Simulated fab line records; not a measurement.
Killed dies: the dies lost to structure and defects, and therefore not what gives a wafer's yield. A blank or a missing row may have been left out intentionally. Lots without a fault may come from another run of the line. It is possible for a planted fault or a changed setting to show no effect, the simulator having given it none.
A lot that was struck, set against a sound lot / flow sky130 / 26 steps out of a route of 708
Sound: wafers L731.1, L731.2, L731.5. Struck: wafer L742.5; the same lot's L742.1 was not struck, so it is left out; see the end for the cause.
At each step with rows: each side's tool, then ch and its chambers, then its first start. Under that, the readings that differ: sound wafers / struck wafers / difference of the means / sigmas: that difference in standard deviations of wafers without a fault.
alike: readings with means less than 2 such deviations apart, plus words and numbers identical on both sides. not compared: withheld readings, readings lacking a value on some wafer, bounds such as >300 that could conceal the same value, and numbers that have no deviation in the record and whose values overlap.
Wherever a step has rows on one side only, a row that says differs or no value, or a row with sigmas, the two part there. Numbers that don't overlap but have no deviation are shown without sigmas and don't part them. A reading missing from all wafers of one side parts the sides only when that side holds two or more wafers.

first, 6 steps without rows for these wafers: SKY_SD_N_IMPLANT_10; SKY_SD_N_STRIP_11 (strips in O2/N2); SKY_SD_N_CLEAN_13 (cleans in SC1/SC2, time 150 s); SKY_SD_N_RTA_14 (time 2 s); SKY_SALICIDE_CLEAN_00 (cleans in HF-last, time 30 s); SKY_LI_CONTACT_HDPCVD_00 (deposits PSG, target thk 930 nm, time 155 s).
SKY_LI_CONTACT_CMP_02: polishes PSG.
  sound on cmp-02 ch 1,2, day 30 05:07; struck on cmp-02 ch 0, day 31 23:05
reading=time_to_endpoint_s (s); sound=29.8 32.7 31.9; struck=40.8; difference=+9.3; sigmas=+4
reading=model.PSG_of_LI_CONTACT_HDPCVD_00.thk_nm (nm); sound=597.4 596.7 598.7; struck=709.9; difference=+112.3; sigmas=
  alike: motor_current_A, retaining_ring_pressure_frac
SKY_LI_CONTACT_BOW_MEAS_03:
  sound: film_metro-02 at day 30 05:25; struck: film_metro-01 at day 31 23:40
  not compared: hold, LI_CONTACT_BOW
then, 8 steps without rows for these wafers: SKY_LI_CONTACT_HMDS_05 (prime time 60 s); SKY_LI_CONTACT_COAT_06 (resist thk 60 nm); SKY_LI_CONTACT_COAT_07 (resist thk 450 nm); SKY_LI_CONTACT_SOFTBAKE_08 (time 90 s); SKY_LI_CONTACT_EXPOSE_09 (exposes mask LICM1, target cd 170 nm); SKY_LI_CONTACT_PEB_10; SKY_LI_CONTACT_DEVELOP_11 (develop time 60 s); SKY_LI_CONTACT_ETCH_14 (etches BARC in N2/H2, stops on SiO2, time 45.9 s, target depth 60 nm).
SKY_LI_CONTACT_ETCH_15: etches PSG in C4F8/O2/Ar, stops on Si, target depth 600 nm.
  sound on rie_diel-03 ch 0,1,3, day 31 09:50; struck on rie_diel-04 ch 3, day 33 02:59
reading=oes_product_au (a.u.); sound=0.834 0.840 0.845; struck=0.924; difference=+0.084; sigmas=+17
reading=model.LI_CONTACT.feature_depth_nm (nm); sound=597.4 596.7 598.7; struck=709.9; difference=+112.3; sigmas=
reading=model.etch.depth_nm (nm); sound=597.4 596.7 598.7; struck=709.9; difference=+112.3; sigmas=
then, 6 steps without rows for these wafers: SKY_LI_CONTACT_STRIP_16 (strips in O2/N2); SKY_LI_CONTACT_CLEAN_17 (cleans in NMP, time 600 s); SKY_LI_CONTACT_PRE_CLEAN_18 (time 5.6 s); SKY_LI_CONTACT_SPUTTER_19 (material Ti, target thk 20 nm, time 106.37 s); SKY_LI_CONTACT_SPUTTER_20 (material TiN, target thk 20 nm, time 80 s); SKY_LI_CONTACT_CVD_21 (deposits W, target thk 400 nm, time 120.56 s).
SKY_LI_CONTACT_CMP_24: polishes, stops on PSG, t overpolish 20 s, target thk 0 nm.
  sound on cmp-01 ch 0,2,3, day 31 10:45; struck on cmp-02 ch 3, day 33 03:58
reading=model.PSG_of_LI_CONTACT_HDPCVD_00.thk_nm (nm); sound=588 587.2 589.3; struck=700.4; difference=+112.2; sigmas=
  alike: motor_current_A, retaining_ring_pressure_frac
then, 1 step without rows for these wafers: SKY_LOCAL_INTERCONNECT_SPUTTER_00 (material TiN, target thk 100 nm, time 83.3 s).
-- a jump in the record: the struck wafers' starts before and after are 16 days apart (it breaks off in module LOCAL_INTERCONNECT and resumes in module PAD_OPEN, where the first step shown is number 708 of the route) --
SKY_PAD_OPEN_PROBE_99:
  sound: prober-02 at day 47 13:11; struck: prober-02 at day 48 19:14
reading=killed_at_contacts; sound=26 31 25; struck=16; difference=-11; sigmas=-2
reading=killed_short; sound=46 49 35; struck=27; difference=-16; sigmas=-2
reading=model.etest.licon_pdiff.rc_ohm; sound=576.5 572 569.2; struck=626.3; difference=+53.7; sigmas=
reading=model.etest.nfet_01v8.r_on_ohm_um; sound=829.2 831.4 847; struck=860.7; difference=+24.8; sigmas=
reading=model.etest.licon_ndiff.rc_ohm; sound=175.8 175.8 175.7; struck=207.3; difference=+31.5; sigmas=
reading=model.etest.licon_high_po.rc_ohm; sound=327.4 326.8 340; struck=372.4; difference=+41.0; sigmas=
reading=model.etest.sonos_uncharged.r_on_ohm_um; sound=818.6 823.9 818; struck=824; difference=+4; sigmas=
reading=model.etest.cap_li_to_poly.c_af_um2; sound=96.89 100.5 95.52; struck=74.04; difference=-23.60; sigmas=
reading=model.etest.licon_poly.rc_ohm; sound=149.6 150.8 143.4; struck=154.8; difference=+6.9; sigmas=
  alike: killed_at_M0_to_M3, killed_at_M4_up, killed_at_front_end, killed_at_other, killed_dies, killed_open
  not compared: model.etest.nfet_g5v0d10v5.r_on_ohm_um

## WHERE THEY PART
Earliest at SKY_LI_CONTACT_CMP_02; latest, in this record, at SKY_PAD_OPEN_PROBE_99.

WHY: the cause the simulator had injected
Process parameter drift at SKY_LI_CONTACT_CMP_02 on cmp-02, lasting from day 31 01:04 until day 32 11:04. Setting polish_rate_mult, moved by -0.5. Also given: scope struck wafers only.
